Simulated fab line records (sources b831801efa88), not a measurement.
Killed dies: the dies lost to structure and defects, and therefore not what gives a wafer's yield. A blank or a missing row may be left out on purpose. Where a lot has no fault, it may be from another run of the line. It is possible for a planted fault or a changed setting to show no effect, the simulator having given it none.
Problem report, 8D (eight disciplines) form, completed by code ; flow sky130 ; the parts of the form that need people (team, actions taken, sign-off) are left out

## 1. WHAT WENT WRONG
doseIonsCm2 at SKY_LDD_N_IMPLANT_08 reads a mean of 8.567e+13 on 6 wafers of 2 lots; wafers without a fault read 7.502e+13 with a standard deviation of 8.8e+10. So: +99 or more standard deviations from the usual mean.
Earliest sighting: wafer L540.1 on implanter-02 at day 23 13:34. Wafers with a number at this step in the record: 18, from 6 lots. The rule behind "out" and "out of limits": a value lying over 4 standard deviations away from the usual mean. All remaining wafers that have a number are taken as sound.

## 2. WHAT IT IS AND WHAT IT IS NOT
question;is;is not
which readings at this step;doseIonsCm2, faradayCurrentUA;-
which lots;L540, L542;L529, L531, L532, L545
which wafers of those lots;all that have a number;-
read on which tools;implanter-02;implanter-01, implanter-03
when;from day 23 13:34;"up to then (9 sound wafers); but 3 sound wafers of L545 came after"

## 3. WHAT RULES OUT EACH SUSPECT
Counting: any tool at a process step up to the reading is kept as a suspect provided that every lot that is out went through it and no sound lot did after the first of them.
- implanter-02 at SKY_LDD_N_IMPLANT_08: kept. It ran every lot that is out, first L540 (day 23 13:34), and no sound lot after that; its last sound lot up to then is L532 (day 21 06:10). Out on those wafers are its own readings of doseIonsCm2, faradayCurrentUA.
After counting, what remains is implanter-02 at SKY_LDD_N_IMPLANT_08.

## 4. THE CAUSE (what the simulator had put in)
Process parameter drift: implanter-02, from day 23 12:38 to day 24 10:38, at SKY_LDD_N_IMPLANT_08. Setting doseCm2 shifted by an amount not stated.
The count eliminated every tool but this one.

## 5. SEQUENCE OF EFFECTS, ordered by route
Each row: a reading where the mean over the struck wafers with a number is more than 3 standard deviations away from the usual. Scope: only readings with a usual standard deviation given in the record; hours: median across lots of the time from each lot's start at the first step in this table that gives one to its start at this step; sigmas: change in usual standard deviations.
hours;step;reading;usual;on struck wafers;change;sigmas
0;SKY_LDD_N_IMPLANT_08;doseIonsCm2;7.502e+13;8.567e+13;+1.065e+13;+99 or more
0;SKY_LDD_N_IMPLANT_08;faradayCurrentUA;423;485;+62;+7.1
It contains these process steps:
- SKY_LDD_N_IMPLANT_08

## 6. WHAT WOULD HAVE CAUGHT IT SOONER
In this record the first reading out of limits was taken at day 23 13:34, 1 hour after the fault began at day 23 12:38.
